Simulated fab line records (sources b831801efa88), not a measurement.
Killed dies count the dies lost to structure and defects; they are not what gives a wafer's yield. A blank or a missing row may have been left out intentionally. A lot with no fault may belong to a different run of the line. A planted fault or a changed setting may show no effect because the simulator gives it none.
What tool caused it? ; flow sky130 ; 12 lots with 35 wafers sampled at 4 steps, on a route of 708 steps

== WHAT EACH GAUGE READ, for each wafer ==
SKY_CAPM_THK_MEAS_04: measures by xrf. Usual: CAPM_TIN_THK gives 201.5 nm (standard deviation 2.2).
lot;measured;on;CAPM_TIN_THK (nm);flag
L849;day 36 04:38;film_metro-03;206.8 202.2 203.7;
L852;day 37 09:23;film_metro-02;201.6 203.8 201.8;
L857;day 38 20:56;film_metro-04;200.7 203.2 203.2;
L858;day 39 06:20;film_metro-03;202.0 202.3 202.4;
L859;day 39 12:50;film_metro-04;200.3 201.0;
L862;day 40 10:49;film_metro-03;196.4 199.1 198.3;
L863;day 40 23:07;film_metro-02;200.0 203.0 200.3;
L865;day 41 15:11;film_metro-03;196.9 199.6 198.3;
L866;day 42 04:23;film_metro-02;204.1 201.4 203.1;
L867;day 42 05:26;film_metro-02;205.0 204.6 204.8;
L870;day 42 18:18;film_metro-02;198.5 196.5 199.7;
L871;day 43 04:35;film_metro-02;201.6 200.6 198.2;

== WHAT TOOL EACH LOT RAN ON (gives the tool, then ch and the chambers of the sampled wafers, and finally the start) ==
lot;SKY_VIA1_CMP_24;SKY_VIA2_ETCH_14;SKY_METAL3_SPUTTER_04
L849;cmp-02 ch 1,2,3, day 33 19:38;rie_diel-03 ch 0,2, day 36 02:48;pvd_sputter-04, day 36 04:17
L852;cmp-01 ch 0,2,3, day 35 01:17;rie_diel-04 ch 2,3, day 37 07:30;pvd_sputter-04, day 37 09:01
L857;cmp-02 ch 0,1,3, day 36 13:58;rie_diel-04 ch 0,1,3, day 38 18:51;pvd_sputter-01, day 38 20:34
L858;cmp-02 ch 1,2, day 37 00:38;rie_diel-03 ch 2,3, day 39 04:30;pvd_sputter-01, day 39 05:59
L859;cmp-01 ch 2,3, day 37 06:03;rie_diel-03 ch 2,3, day 39 10:57;pvd_sputter-04, day 39 12:28
L862;cmp-02 ch 0,2,3, day 38 05:40;rie_diel-03 ch 0,1,2, day 40 08:57;pvd_sputter-01, day 40 10:26
L863;cmp-02 ch 0,2,3, day 38 16:59;rie_diel-02 ch 0,1,2, day 40 21:17;pvd_sputter-02, day 40 22:45
L865;cmp-01 ch 0,2,3, day 39 10:38;rie_diel-02 ch 1,2,3, day 41 13:20;pvd_sputter-01, day 41 14:48
L866;cmp-01 ch 0,1,2, day 40 00:02;rie_diel-04 ch 1,2,3, day 42 02:24;pvd_sputter-01, day 42 04:01
L867;cmp-01 ch 0,1, day 40 01:44;rie_diel-02 ch 0,2,3, day 42 03:32;pvd_sputter-01, day 42 05:04
L870;cmp-01 ch 0,1,3, day 40 15:10;rie_diel-02 ch 0,1,2, day 42 16:28;pvd_sputter-04, day 42 17:56
L871;cmp-02 ch 0,2,3, day 41 01:13;rie_diel-03 ch 0,1, day 43 02:45;pvd_sputter-02, day 43 04:13
- SKY_VIA1_CMP_24: polishes, stops on SiO2, t overpolish 15 s, target thk 0 nm.
- SKY_VIA2_ETCH_14: etches BARC in N2/H2, stops on SiO2, time 45.9 s, target depth 60 nm.
- SKY_METAL3_SPUTTER_04: material TiN, target thk 70 nm, time 58.3 s.

== AS READ BY THE TOOLS THEMSELVES (means over the sampled wafers that have a number; for cases with no such wafer, the mark the record gives instead) ==
SKY_VIA1_CMP_24. Usual: motor_current_A 10.9 A, standard deviation 0.95; overpolish_run_s 15.000 s, standard deviation 0.0094; time_to_endpoint_s 65 s, standard deviation 4.
lot;tool;motor_current_A (A);overpolish_run_s (s);time_to_endpoint_s (s);flag
L849;cmp-02;10.6;14.992;68;
L852;cmp-01;11.5;14.998;63;
L857;cmp-02;10.9;14.998;66;
L858;cmp-02;10.8;15.004;70;
L859;cmp-01;11.8;15.011;66;
L862;cmp-02;10.6;15.001;66;
L863;cmp-02;10.7;15.000;65;
L865;cmp-01;11.5;15.005;63;
L866;cmp-01;10.7;15.004;65;
L867;cmp-01;10.1;14.999;66;
L870;cmp-01;11.4;15.006;62;
L871;cmp-02;10.5;14.999;71;

SKY_VIA2_ETCH_14. Usual: bias_w 99.99 W, standard deviation 0.26; drypump_motor_current_A 5.59 A, standard deviation 0.24; oes_product_au 0.855 a.u., standard deviation 0.0053; throttle_valve_pct 13.225 %, standard deviation 0.0091.
lot;tool;bias_w (W);drypump_motor_current_A (A);oes_product_au (a.u.);throttle_valve_pct (%);flag
L849;rie_diel-03;99.77;5.80;0.856;13.215;
L852;rie_diel-04;100.24;5.50;0.857;13.228;
L857;rie_diel-04;100.01;5.44;0.856;13.224;
L858;rie_diel-03;100.14;5.62;0.850;13.234;
L859;rie_diel-03;88.05;5.58;0.851;13.219;OFF
L862;rie_diel-03;88.03;5.87;0.850;13.217;OFF
L863;rie_diel-02;99.84;5.55;0.850;13.227;
L865;rie_diel-02;99.93;5.66;0.857;13.222;
L866;rie_diel-04;100.06;5.51;0.858;13.228;
L867;rie_diel-02;100.19;5.43;0.860;13.228;
L870;rie_diel-02;99.98;5.53;0.858;13.227;
L871;rie_diel-03;99.82;5.97;0.852;13.235;

SKY_METAL3_SPUTTER_04. Usual: 29.9 % for throttle_valve_pct, sd 1.3.
lot;tool;throttle_valve_pct (%);flag
L849;pvd_sputter-04;30.0;
L852;pvd_sputter-04;30.0;
L857;pvd_sputter-01;30.1;
L858;pvd_sputter-01;30.4;
L859;pvd_sputter-04;28.7;
L862;pvd_sputter-01;30.7;
L863;pvd_sputter-02;31.7;
L865;pvd_sputter-01;31.1;
L866;pvd_sputter-01;31.0;
L867;pvd_sputter-01;31.1;
L870;pvd_sputter-04;29.0;
L871;pvd_sputter-02;32.6;

== THE ANSWER, worked out from the rows above alone ==
Rule: take the mean of a lot's wafers that have a number; if it is more than 3 standard deviations from the usual mean, the lot is off. Also off: a lot with no number at a reading for which 4 or more lots have one. All remaining lots with rows at the step are treated as sound. The gauges are gone through in route order, then the tools' own readings, and for those a lot's mean is taken as printed above. At the first step where some lot is off, the reading lying furthest off is the one used; lots without a number count as furthest.
Off, at SKY_VIA2_ETCH_14 on bias_w: L859, L862.
If a tool, at that step or one of the process steps before it, ran each lot that is off and ran no sound lot following the first of them, it fits. Of those tried, none fits.

== WHAT WAS PUT IN BY THE SIMULATOR ==
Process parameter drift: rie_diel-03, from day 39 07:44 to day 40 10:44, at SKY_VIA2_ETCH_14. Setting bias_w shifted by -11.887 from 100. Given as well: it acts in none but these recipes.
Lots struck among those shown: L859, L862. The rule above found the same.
